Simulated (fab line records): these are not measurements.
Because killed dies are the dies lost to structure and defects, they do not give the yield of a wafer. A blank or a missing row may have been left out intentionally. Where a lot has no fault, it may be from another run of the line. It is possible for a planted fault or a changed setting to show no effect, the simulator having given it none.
fab line records	flow sky130
record lots=15	wafers=45	last_day=50
route steps=708 shown CONTACT@431 METAL1@449 VIA1@460
lots that met no fault: taken from a fault-free run of the same line
start_h: start of the lot's first displayed wafer, in hours after the record's first day	wait_h: hours from the lot's prior step to this one	" the same as in the row above	L1.1+2: several wafers, shown together as one row	- either no value or no given start	* or withheld: withheld	< > ~ a bound
route shown NAME@n: NAME is a module with steps in the file, n the number in the route of the first one	usual: mean/standard deviation taken from wafers without a fault	same: alike in all rows	chamber/n: place in a boat	sites: the reading at each site	_std_site: standard deviation across them	_edge_site: the outer-site mean with the inner-site mean subtracted	radius_mm: how far each site lies from the wafer's centre	mask NAME#n: copy n	behind: the most recent tool/chamber to have shaped the wafer	hold: cause of the lot's hold/its duration in hours/its outcome	device: transistor that didn't switch, given as n, p or np	end of line: the route-end tests of the same wafers	a step without rows: its recipe alone	killed: dies that structure and defects cost at the first sort, which is not the same as the wafer's yield	map: a wafer's dies, x killed, . not, _ none there
set.NAME: the setting as run; set.NAME@STEP: as run at that earlier step	model.NAME: the simulator's own value behind a step, which no gauge read
route steps across a sampled set of lots; one table per step, one row per wafer
services: the hour from which a tool's chamber was out of use, counted from the record's first day as start_h (under 0 if before that day), plus the number of hours and why
## steps
# step SKY_CONTACT_RS_MEAS_25
# recipe thk_meas_gauge=four-point-probe	reads=W_of_CONTACT_CVD_24+TiN_of_CONTACT_SPUTTER_23
# usual CONTACT_W_RS=0.339/0.0046
lot.wafer	tool	chamber	start_h	wait_h	CONTACT_W_RS[ohm/sq]
L272.2	film_metro-01	-	724.57	0.1	0.349
L272.3	"	-	"	"	0.340
L272.5	"	-	"	"	0.343
L273.1	film_metro-04	-	744.33	0.1	0.340
L273.3	"	-	"	"	0.343
L273.6	"	-	"	"	0.343
L275.1	film_metro-04	-	754.34	0.1	0.336
L275.5	"	-	"	"	0.337
L275.6	"	-	"	"	0.341
L276.1	film_metro-02	-	764.74	0.1	0.340
L276.3	"	-	"	"	0.334
L276.5	"	-	"	"	0.342
L277.1	film_metro-01	-	775.81	0.1	0.343
L277.2	"	-	"	"	0.336
L277.3	"	-	"	"	0.340
L280.1	film_metro-01	-	795.22	0.1	0.345
L280.4	"	-	"	"	0.336
L280.5	"	-	"	"	0.342
L279.2	film_metro-01	-	796.65	0.1	0.340
L279.3	"	-	"	"	0.334
L279.6	"	-	"	"	0.336
L281.2	film_metro-01	-	809.86	0.1	0.341
L281.3	"	-	"	"	0.342
L281.4	"	-	"	"	0.338
L282.2	film_metro-02	-	819.68	0.1	0.344
L282.5	"	-	"	"	0.329
L282.6	"	-	"	"	0.342
L283.1	film_metro-01	-	821.58	0.1	0.338
L283.4	"	-	"	"	0.327
L283.6	"	-	"	"	0.342
L289.1	film_metro-01	-	866.86	0.1	0.332
L289.3	"	-	"	"	0.341
L289.6	"	-	"	"	0.344
L290.1	film_metro-01	-	869.91	0.1	0.342
L290.2	"	-	"	"	0.338
L290.6	"	-	"	"	0.346
L291.1	film_metro-04	-	877.05	0.1	0.344
L291.2	"	-	"	"	0.337
L291.4	"	-	"	"	0.341
L292.1	film_metro-01	-	882.10	0.1	0.338
L292.3	"	-	"	"	0.343
L292.5	"	-	"	"	0.344
L293.1	film_metro-02	-	886.75	0.1	0.329
L293.2	"	-	"	"	0.340
L293.6	"	-	"	"	0.333
# step SKY_METAL1_CD_MEAS_15
# recipe target_cd_nm=140
# usual cd_nm=140.3/1.9
lot.wafer	tool	chamber	start_h	wait_h	cd_nm
L272.2	cd_sem-01	-	753.40	-	144.1
L272.3	"	-	"	"	142.8
L272.5	"	-	"	"	144.0
L273.1	cd_sem-02	-	771.56	-	139.4
L273.3	"	-	"	"	139.5
L273.6	"	-	"	"	139.9
L275.1	cd_sem-01	-	782.51	-	139.1
L275.5	"	-	"	"	139.4
L275.6	"	-	"	"	139.0
L276.1	cd_sem-01	-	792.11	-	142.1
L276.3	"	-	"	"	141.9
L276.5	"	-	"	"	143.6
L277.1	cd_sem-01	-	803.01	-	141.5
L277.2	"	-	"	"	142.1
L277.3	"	-	"	"	141.3
L280.1	cd_sem-01	-	823.21	-	139.4
L280.4	"	-	"	"	138.2
L280.5	"	-	"	"	138.9
L279.2	cd_sem-01	-	823.91	-	142.8
L279.3	"	-	"	"	142.6
L279.6	"	-	"	"	141.2
L281.2	cd_sem-02	-	837.46	-	139.0
L281.3	"	-	"	"	138.5
L281.4	"	-	"	"	140.1
L282.2	cd_sem-02	-	846.31	-	141.1
L282.5	"	-	"	"	142.4
L282.6	"	-	"	"	140.9
L283.1	cd_sem-02	-	848.31	-	139.2
L283.4	"	-	"	"	137.8
L283.6	"	-	"	"	138.8
L289.1	cd_sem-02	-	892.81	-	138.4
L289.3	"	-	"	"	137.2
L289.6	"	-	"	"	138.4
L290.1	cd_sem-01	-	896.76	-	142.1
L290.2	"	-	"	"	141.8
L290.6	"	-	"	"	142.7
L291.1	cd_sem-01	-	902.76	-	141.7
L291.2	"	-	"	"	142.6
L291.4	"	-	"	"	141.7
L292.1	cd_sem-02	-	908.46	-	140.0
L292.3	"	-	"	"	141.5
L292.5	"	-	"	"	139.0
L293.1	cd_sem-02	-	913.11	-	142.2
L293.2	"	-	"	"	142.3
L293.6	"	-	"	"	141.6
# step SKY_METAL1_STRIP_20
# recipe chemistry=O2/N2	power_w=1400	pressure_mtorr=1500	platen_temp_c=withheld	o2_flow_sccm=3000	n2_flow_sccm=300	overash_fraction=0.5495
# usual chamber_pressure_mTorr=1500.1/1.3	drypump_motor_current_A=6.0/0.33	oes_product_au=0.344/0.0052	strip_time_to_endpoint_s=2.73/0.045
lot.wafer	tool	chamber	start_h	wait_h	chamber_pressure_mTorr	drypump_motor_current_A	oes_product_au	rf_hours_counter_h	strip_time_to_endpoint_s
L272.2	plasma_asher-02	0	753.72	0.1	1501.1	6.0	0.356	63	2.77
L272.3	"	1	"	"	1502.2	6.2	0.346	-	2.79
L272.5	"	1	"	"	1499.6	6.3	0.345	-	2.78
L273.1	plasma_asher-01	1	772.08	0.1	1500.1	6.3	0.344	35	2.75
L273.3	"	1	"	"	1497.9	6.3	0.349	-	2.76
L273.6	"	0	"	"	1497.8	5.6	0.344	-	2.79
L275.1	plasma_asher-01	1	782.85	0.1	1500.3	6.3	0.345	36	2.69
L275.5	"	0	"	"	1500.0	5.5	0.337	-	2.73
L275.6	"	1	"	"	1498.1	6.3	0.340	-	2.68
L276.1	plasma_asher-02	0	792.45	0.1	1502.6	6.1	0.353	66	2.67
L276.3	"	1	"	"	1502.0	6.2	0.338	-	2.68
L276.5	"	1	"	"	1499.2	6.2	0.351	-	2.66
L277.1	plasma_asher-01	0	803.35	0.1	1499.2	5.5	0.349	38	2.76
L277.2	"	1	"	"	1500.5	6.3	0.347	38	2.75
L277.3	"	0	"	"	1500.2	5.5	0.349	-	2.78
L280.1	plasma_asher-02	0	823.55	0.1	1500.8	6.1	0.340	69	2.79
L280.4	"	0	"	"	1500.3	6.1	0.344	-	2.80
L280.5	"	1	"	"	1499.7	6.2	0.341	-	2.73
L279.2	plasma_asher-01	0	824.23	0.1	1499.1	5.5	0.348	41	2.69
L279.3	"	1	"	"	1501.3	6.3	0.350	-	2.69
L279.6	"	1	"	"	1499.5	6.3	0.345	-	2.75
L281.2	plasma_asher-02	0	837.78	0.1	-	-	-	-	-
L281.3	"	1	"	"	-	-	-	-	-
L281.4	"	0	"	"	-	-	-	-	-
L282.2	plasma_asher-03	0	846.63	0.1	-	-	-	-	-
L282.5	"	1	"	"	-	-	-	-	-
L282.6	"	0	"	"	-	-	-	-	-
L283.1	plasma_asher-02	1	848.65	0.1	-	-	-	-	-
L283.4	"	1	"	"	-	-	-	-	-
L283.6	"	0	"	"	-	-	-	-	-
L289.1	plasma_asher-01	1	893.15	0.1	1502.5	6.3	0.335	48	2.70
L289.3	"	0	"	"	1500.9	5.5	0.348	-	2.74
L289.6	"	0	"	"	1500.1	5.6	0.344	-	2.73
L290.1	plasma_asher-02	0	897.10	0.1	1500.8	6.1	0.337	77	2.64
L290.2	"	1	"	"	1498.7	6.3	0.339	77	2.71
L290.6	"	0	"	"	1499.5	6.1	0.333	-	2.61
L291.1	plasma_asher-03	0	903.28	0.1	1497.7	6.3	0.351	110	2.79
L291.2	"	1	"	"	1498.8	5.6	0.348	110	2.78
L291.4	"	1	"	"	1498.1	5.6	0.346	-	2.81
L292.1	plasma_asher-03	1	908.80	0.1	1500.6	5.6	0.338	111	2.76
L292.3	"	1	"	"	1500.9	5.6	0.344	-	2.73
L292.5	"	1	"	"	1500.1	5.6	0.343	-	2.71
L293.1	plasma_asher-03	1	913.63	0.1	1499.8	5.6	0.335	111	2.66
L293.2	"	0	"	"	1499.2	6.3	0.349	111	2.67
L293.6	"	0	"	"	1500.8	6.3	0.338	-	2.66
# step SKY_VIA1_CMP_02
# recipe material=SiO2	down_force_psi=4	platen_rpm=60	pad_velocity_m_s=0.94248
# usual motor_current_A=12.4/0.82
lot.wafer	tool	chamber	start_h	wait_h	motor_current_A
L272.2	cmp-02	3	755.44	0.9	11.8
L272.3	"	0	"	"	12.5
L272.5	"	2	"	"	13.0
L273.3	cmp-01	0	772.89	0.0	10.9
L273.1	"	3	"	"	13.1
L273.6	"	1	"	"	12.5
L275.1	cmp-01	1	783.72	0.1	12.7
L275.5	"	3	"	"	12.6
L275.6	"	0	"	"	11.1
L276.1	cmp-02	3	793.25	0.1	12.6
L276.3	"	2	"	"	12.0
L276.5	"	0	"	"	12.8
L277.1	cmp-01	1	804.39	0.2	12.7
L277.3	"	2	"	"	12.1
L277.2	"	0	"	"	10.3
L280.4	cmp-01	1	824.36	0.1	13.3
L280.1	"	2	"	"	11.3
L280.5	"	0	"	"	11.0
L279.2	cmp-01	3	824.99	0.0	12.5
L279.3	"	1	"	"	13.2
L279.6	"	0	"	"	11.8
L289.3	cmp-01	2	894.01	0.1	11.5
L289.1	"	3	"	"	13.0
L289.6	"	1	"	"	13.3
L290.1	cmp-02	2	897.88	0.1	12.7
L290.2	"	1	"	"	13.2
L290.6	"	3	"	"	12.4
L291.4	cmp-01	0	904.09	0.0	11.3
L291.2	"	1	"	"	12.1
L291.1	"	3	"	"	12.6
L292.3	cmp-01	2	909.61	0.0	12.2
L292.1	"	1	"	"	12.5
L292.5	"	2	"	"	12.0
L293.1	cmp-01	0	914.50	0.1	10.6
L293.2	"	1	"	"	13.0
L293.6	"	3	"	"	13.3
## services
tool	chamber	start_h	hours	kind
cmp-02	-	731.64	10.5	pm
cmp-01	-	736.12	0.6	repair
cmp-01	-	742.25	9.0	pm
cmp-01	-	751.22	4.0	pm
cmp-02	-	751.69	2.2	repair
cmp-01	-	755.22	-	consumable_replace:conditioner
cmp-01	-	755.22	-	consumable_replace:pad
cmp-02	-	757.66	1.0	repair
plasma_asher-02	-	772.06	7.3	pm
plasma_asher-03	-	791.60	4.0	repair
cmp-01	-	842.17	4.5	pm
cmp-01	-	858.89	1.5	repair
cmp-02	-	874.03	1.3	repair
cmp-01	-	887.88	0.3	repair
cmp-02	-	904.71	3.9	repair
plasma_asher-02	-	906.54	1.3	repair
## key
first_sign step=SKY_METAL1_STRIP_20	reading=tool_record	direction=missing
effect none on later readings
met_at SKY_METAL1_STRIP_20
struck_lots L281,L282,L283
later_rows_left_out L281.2,L281.3,L281.4,L282.2,L282.5,L282.6,L283.1,L283.4,L283.6
sort_left_out L281.2,L281.3,L281.4,L282.2,L282.5,L282.6,L283.1,L283.4,L283.6
not_acting_at SKY_CONTACT_RS_MEAS_25,SKY_METAL1_CD_MEAS_15,SKY_VIA1_CMP_02
onset_between 823.55 837.78
fault kind=skipped_step_whole	tool=plasma_asher-02,plasma_asher-03	chamber=-	onset_h=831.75	steps=SKY_METAL1_STRIP_20	scope=struck_lots_only
# sort_left_out: the simulated sort isn't trusted on such a fault, so these wafers' sort isn't shown, and their yield isn't known
# later_rows_left_out: the simulator's readings of these wafers behind a module that went badly wrong aren't trusted and aren't shown, but for the sort
